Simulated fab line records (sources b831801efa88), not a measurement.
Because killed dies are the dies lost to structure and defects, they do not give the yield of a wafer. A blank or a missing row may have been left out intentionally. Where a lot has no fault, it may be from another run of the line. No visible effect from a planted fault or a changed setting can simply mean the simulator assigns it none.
Chamber matching / flow sky130 / SKY_CONTACT_CMP_04 on cmp-02: 4 sister chambers
The step polishes SiO2. 14 wafers are shown with their chamber, then 7 later ones without.

WAFERS WITH THEIR CHAMBER
wafer=L690.2; chamber=3; motor current A (A)=11.8; slurry flow ml min=150.1
wafer=L690.4; chamber=2; motor current A (A)=11.8; slurry flow ml min=149.9
wafer=L690.5; chamber=2; motor current A (A)=11.5; slurry flow ml min=150.2
wafer=L694.2; chamber=0; motor current A (A)=9.0; slurry flow ml min=150.0
wafer=L694.3; chamber=1; motor current A (A)=12.5; slurry flow ml min=149.6
wafer=L694.4; chamber=2; motor current A (A)=11.4; slurry flow ml min=149.6
wafer=L695.1; chamber=2; motor current A (A)=11.3; slurry flow ml min=149.6
wafer=L695.4; chamber=0; motor current A (A)=9.6; slurry flow ml min=149.5
wafer=L695.5; chamber=2; motor current A (A)=11.7; slurry flow ml min=149.9
wafer=L697.1; chamber=2; motor current A (A)=11.5; slurry flow ml min=149.9
wafer=L697.2; chamber=1; motor current A (A)=13.2; slurry flow ml min=150.5
wafer=L697.4; chamber=0; motor current A (A)=9.2; slurry flow ml min=150.0
wafer=L711.1; chamber=2; motor current A (A)=11.2; slurry flow ml min=150.1
wafer=L711.4; chamber=1; motor current A (A)=12.4; slurry flow ml min=149.1

SIGNATURES (means of the wafers above)
reading=motor current A; chamber 0=9.267; chamber 1=12.700; chamber 2=11.486; chamber 3=11.800; scatter within a chamber=0.289
reading=slurry flow ml min; chamber 0=149.833; chamber 1=149.733; chamber 2=149.886; chamber 3=150.100; scatter within a chamber=0.385
Rule: distance of a wafer from a chamber = root of the sum over the readings of ((wafer's reading minus chamber's mean) / reading's scatter) squared. If the next closest chamber is less than 2 further off than the closest, the wafer can't be placed; otherwise it belongs to the closest. The scatter: take each reading less its chamber's mean, square it, sum over the shown wafers, divide by the number of wafers less the number of chambers, and take the root.

WAFERS WHOSE CHAMBER IS MISSING
wafer=L711.5; motor current A (A)=12.3; slurry flow ml min=150.5
wafer=L712.3; motor current A (A)=8.8; slurry flow ml min=150.4
wafer=L712.5; motor current A (A)=9.8; slurry flow ml min=150.8
wafer=L712.6; motor current A (A)=13.1; slurry flow ml min=149.5
wafer=L713.1; motor current A (A)=13.3; slurry flow ml min=150.3
wafer=L713.3; motor current A (A)=12.0; slurry flow ml min=150.0
wafer=L713.5; motor current A (A)=11.9; slurry flow ml min=150.4

WHICH CHAMBER EACH WENT THROUGH
wafer=L711.5; from the rows above=can't be placed: 3 or 1 or 2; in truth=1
wafer=L712.3; from the rows above=0; in truth=0
wafer=L712.5; from the rows above=0; in truth=0
wafer=L712.6; from the rows above=1; in truth=1
wafer=L713.1; from the rows above=1; in truth=1
wafer=L713.3; from the rows above=can't be placed: 3 or 2 or 1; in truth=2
wafer=L713.5; from the rows above=can't be placed: 3 or 2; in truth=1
Correct placement for 4 of the 7. From these rows, 3 cannot be placed; in 2 the true chamber is one of the candidates. Number placed wrongly: 0.
